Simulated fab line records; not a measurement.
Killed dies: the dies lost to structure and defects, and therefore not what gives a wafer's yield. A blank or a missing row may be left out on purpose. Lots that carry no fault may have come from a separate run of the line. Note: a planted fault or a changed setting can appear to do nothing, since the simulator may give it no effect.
What tool caused it?	flow sfq_line	13 lots with 37 wafers sampled at 7 steps, on a route of 325 steps

WHAT THE GAUGES READ, wafer by wafer
SFQ_I0_BOW_MEAS_907. Usual: I0_BOW gives 1 um (standard deviation 7.4).
lot	measured	on	I0_BOW (um)	flag
L598	day 6 04:01	film_metro-04	1 -1 -4	
L600	day 6 14:04	film_metro-01	8 -1 7	
L601	day 6 20:04	film_metro-02	6 -3 0	
L602	day 7 07:39	film_metro-01	-4 -11 - -	
L603	day 7 13:01	film_metro-02	5 -4 0	
L606	day 8 07:04	film_metro-01	-3 9	
L612	day 11 14:43	film_metro-04	2 0 3	
L613	day 11 16:51	film_metro-01	-1 -3 13	
L615	day 12 16:51	film_metro-04	-10 -5 -12	
L616	day 12 22:51	film_metro-02	-4 -6 -3	
L617	day 13 04:51	film_metro-01	-5 -3 7	
L618	day 13 18:51	film_metro-01	-5 3 -8	
L620	day 14 03:52	film_metro-01	10 1 -7	

SFQ_I2_OVL_MEAS_918. Usual: I2_OVL gives -1 nm (standard deviation 5.7).
lot	measured	on	I2_OVL (nm)	flag
L598	day 29 18:28	overlay-02	-2 -14 -7	
L600	day 30 04:49	overlay-01	1 -2 0	
L601	day 30 15:37	overlay-02	-5 -3 -12	
L602	day 30 18:02	overlay-02	-6 -10	
L603	day 30 20:25	overlay-02	-6 -3 -2	
L606	day 31 00:10	overlay-02	-5 -6	
L612	day 41 01:07	overlay-02	-16 -15 -14	
L613	day 41 03:31	overlay-02	2 -2 -3	
L615	day 43 02:19	overlay-02	4 8 2	
L616	day 43 21:14	overlay-02	0 3 3	
L617	day 44 00:50	overlay-01	4 3 0	
L618	day 44 02:02	overlay-02	6 2 6	
L620	day 44 06:58	overlay-01	8 7 13	

SFQ_JJ_RS_MEAS_929: measures by four-point-probe. Usual: JJ_NB_RS gives 1.051 ohm/sq (standard deviation 0.0085).
lot	measured	on	JJ_NB_RS (ohm/sq)	flag
L598	day 47 16:21	film_metro-01	1.039 1.041 1.050	
L600	day 48 10:22	film_metro-02	1.054 1.047 1.055	
L601	day 48 16:20	film_metro-03	1.060 1.047 1.049	
L602	day 48 20:01	film_metro-03	1.051 1.048	
L603	day 48 22:22	film_metro-03	1.053 1.047 1.040	
L606	day 49 05:37	film_metro-03	1.054 1.058	
L612	day 52 15:29	film_metro-01	1.035 1.056 1.055	
L613	day 52 21:28	film_metro-01	1.040 1.034 1.038	
L615	day 55 15:49	film_metro-01	1.050 1.049 1.046	
L616	day 56 19:25	film_metro-01	1.041 1.031 1.032	
L617	day 61 09:56	film_metro-03	1.067 1.059 1.061	
L618	day 61 14:44	film_metro-03	1.066 1.062 1.060	
L620	day 61 21:57	film_metro-02	1.060 1.062 1.054	

EACH LOT AND THE TOOL THAT RAN IT (in order: tool; ch and the chambers of the sampled wafers; start)
lot	SFQ_TRILAYER_L0_VIA_STRIP_STRIP_017	SFQ_TRILAYER_I0_CMP_CMP_028	SFQ_TRILAYER_I0_METRO_MEASURE_029	SFQ_TRILAYER_I0_VIA_ETCH_VIA_ETCH_034
L598	rie_metal-04 ch 0,1, day 5 01:38	cmp-02 ch 1,2,3, day 6 01:01	film_metro-04, day 6 04:08	rie_diel-02 ch 0,1,2, day 11 03:39
L600	rie_metal-01 ch 0,1, day 5 13:50	cmp-01 ch 0,1, day 6 11:01	film_metro-01, day 6 14:32	rie_diel-04 ch 1,2,3, day 11 13:15
L601	rie_metal-01 ch 0,1, day 5 18:26	cmp-01 ch 2,3, day 6 17:34	film_metro-02, day 6 20:11	rie_diel-04 ch 2,3, day 11 19:15
L602	rie_metal-04 ch 0,1, day 6 03:14	cmp-01 ch 2,3, day 7 06:34	film_metro-01, day 7 13:43	rie_diel-02 ch 2,3, day 12 06:06
L603	rie_metal-03 ch 0,1, day 6 09:02	cmp-02 ch 1,3, day 7 10:28	film_metro-02, day 7 13:29	rie_diel-04 ch 2,3, day 12 09:38
L606	rie_metal-01 ch 0,1, day 7 06:22	cmp-01 ch 0,1, day 8 05:59	film_metro-01, day 8 07:54	rie_diel-02 ch 0,1, day 13 03:17
L612	rie_metal-04 ch 0,1, day 10 06:32	cmp-01 ch 0,2,3, day 11 13:12	film_metro-04, day 11 15:01	rie_diel-04 ch 0,3, day 16 04:19
L613	rie_metal-01 ch 0,1, day 10 10:08	cmp-02 ch 1,2,3, day 11 14:51	film_metro-01, day 11 16:58	rie_diel-01 ch 1,3, day 16 06:43
L615	rie_metal-04 ch 0,1, day 10 20:56	cmp-02 ch 1,2,3, day 12 13:51	film_metro-04, day 12 16:58	rie_diel-04 ch 0,1,2, day 18 10:38
L616	rie_metal-01 ch 0,1, day 11 01:17	cmp-02 ch 1,2,3, day 12 20:51	film_metro-02, day 12 22:58	rie_diel-02 ch 0,2,3, day 18 15:37
L617	rie_metal-03 ch 1, day 11 06:05	cmp-02 ch 1,2,3, day 13 01:51	film_metro-01, day 13 04:58	rie_diel-02 ch 0,3, day 18 22:39
L618	rie_metal-03 ch 1, day 11 18:05	cmp-01 ch 0,3, day 13 15:51	film_metro-01, day 13 18:58	rie_diel-01 ch 1,2,3, day 19 11:50
L620	rie_metal-03 ch 0,1, day 12 04:53	cmp-01 ch 1,2,3, day 14 00:51	film_metro-01, day 14 04:10	rie_diel-04 ch 0,2,3, day 19 22:38
- SFQ_TRILAYER_L0_VIA_STRIP_STRIP_017: strips in O2.
- SFQ_TRILAYER_I0_CMP_CMP_028: polishes SiO2.
- SFQ_TRILAYER_I0_METRO_MEASURE_029
- SFQ_TRILAYER_I0_VIA_ETCH_VIA_ETCH_034: etches SiO2 in CHF3, stops on Nb, target depth 260 nm.

AS READ BY THE TOOLS THEMSELVES (means over the sampled wafers that have a number; for cases with no such wafer, the mark the record gives instead)
SFQ_TRILAYER_L0_VIA_STRIP_STRIP_017. Usual: drypump_motor_current_A 5.4 A, standard deviation 0.47; oes_product_au 0.999 a.u., standard deviation 0.0071.
lot	tool	drypump_motor_current_A (A)	oes_product_au (a.u.)	flag
L598	rie_metal-04	5.1	1.002	
L600	rie_metal-01	5.7	0.999	
L601	rie_metal-01	5.7	0.996	
L602	rie_metal-04	5.2	1.009	
L603	rie_metal-03	5.7	0.995	
L606	rie_metal-01	5.8	1.002	
L612	rie_metal-04	5.1	0.993	
L613	rie_metal-01	5.9	0.998	
L615	rie_metal-04	5.1	1.000	
L616	rie_metal-01	5.9	0.999	
L617	rie_metal-03	4.9	1.009	
L618	rie_metal-03	5.0	1.005	
L620	rie_metal-03	5.3	0.998	

SFQ_TRILAYER_I0_CMP_CMP_028. Usual: motor_current_A 10.7 A, standard deviation 0.96; time_to_endpoint_s 214 s, standard deviation 6.7.
lot	tool	motor_current_A (A)	time_to_endpoint_s (s)	flag
L598	cmp-02	10.2	216	
L600	cmp-01	11.4	218	
L601	cmp-01	10.4	210	
L602	cmp-01	10.6	200	
L603	cmp-02	10.6	215	
L606	cmp-01	11.8	224	
L612	cmp-01	10.7	221	
L613	cmp-02	10.4	212	
L615	cmp-02	10.0	209	
L616	cmp-02	9.9	214	
L617	cmp-02	10.1	198	
L618	cmp-01	11.7	212	
L620	cmp-01	11.0	208	

SFQ_TRILAYER_I0_METRO_MEASURE_029. Usual: 200.0 nm for thk_nm, sd 1.1.
lot	tool	thk_nm (nm)	flag
L598	film_metro-04	198.8	
L600	film_metro-01	200.4	
L601	film_metro-02	200.5	
L602	film_metro-01	225.1	OFF
L603	film_metro-02	199.2	
L606	film_metro-01	199.7	
L612	film_metro-04	200.9	
L613	film_metro-01	201.1	
L615	film_metro-04	200.3	
L616	film_metro-02	198.2	
L617	film_metro-01	198.5	
L618	film_metro-01	199.8	
L620	film_metro-01	199.8	

SFQ_TRILAYER_I0_VIA_ETCH_VIA_ETCH_034. Usual: drypump_motor_current_A 5.7 A, standard deviation 0.57; oes_product_au 0.854 a.u., standard deviation 0.0054.
lot	tool	drypump_motor_current_A (A)	oes_product_au (a.u.)	flag
L598	rie_diel-02	5.6	0.845	
L600	rie_diel-04	6.0	0.860	
L601	rie_diel-04	6.0	0.856	
L602	rie_diel-02	5.7	0.920	OFF
L603	rie_diel-04	6.0	0.858	
L606	rie_diel-02	5.6	0.849	
L612	rie_diel-04	6.0	0.859	
L613	rie_diel-01	5.9	0.853	
L615	rie_diel-04	5.8	0.852	
L616	rie_diel-02	5.9	0.851	
L617	rie_diel-02	6.2	0.854	
L618	rie_diel-01	5.6	0.856	
L620	rie_diel-04	5.8	0.854	

THE ANSWER, worked out from the rows above alone
Rule: a lot is off if the mean of its wafers that have a number lies more than 3 standard deviations from the usual mean. Also off: a lot with no number at a reading for which 4 or more lots have one. Any other lot the step has rows for is counted as sound. Order of review: gauges by route order, followed by the tools' own readings, for which a lot's mean as printed above is used. At the first step where some lot is off, the reading lying furthest off is the one used; lots without a number count as furthest.
Off, at SFQ_TRILAYER_I0_METRO_MEASURE_029 on thk_nm: L602.
A tool fits if, at that step or a process step before it, it ran every lot that is off, and no sound lot after the first of them. None of those tried fits.

WHAT THE SIMULATOR PUT IN
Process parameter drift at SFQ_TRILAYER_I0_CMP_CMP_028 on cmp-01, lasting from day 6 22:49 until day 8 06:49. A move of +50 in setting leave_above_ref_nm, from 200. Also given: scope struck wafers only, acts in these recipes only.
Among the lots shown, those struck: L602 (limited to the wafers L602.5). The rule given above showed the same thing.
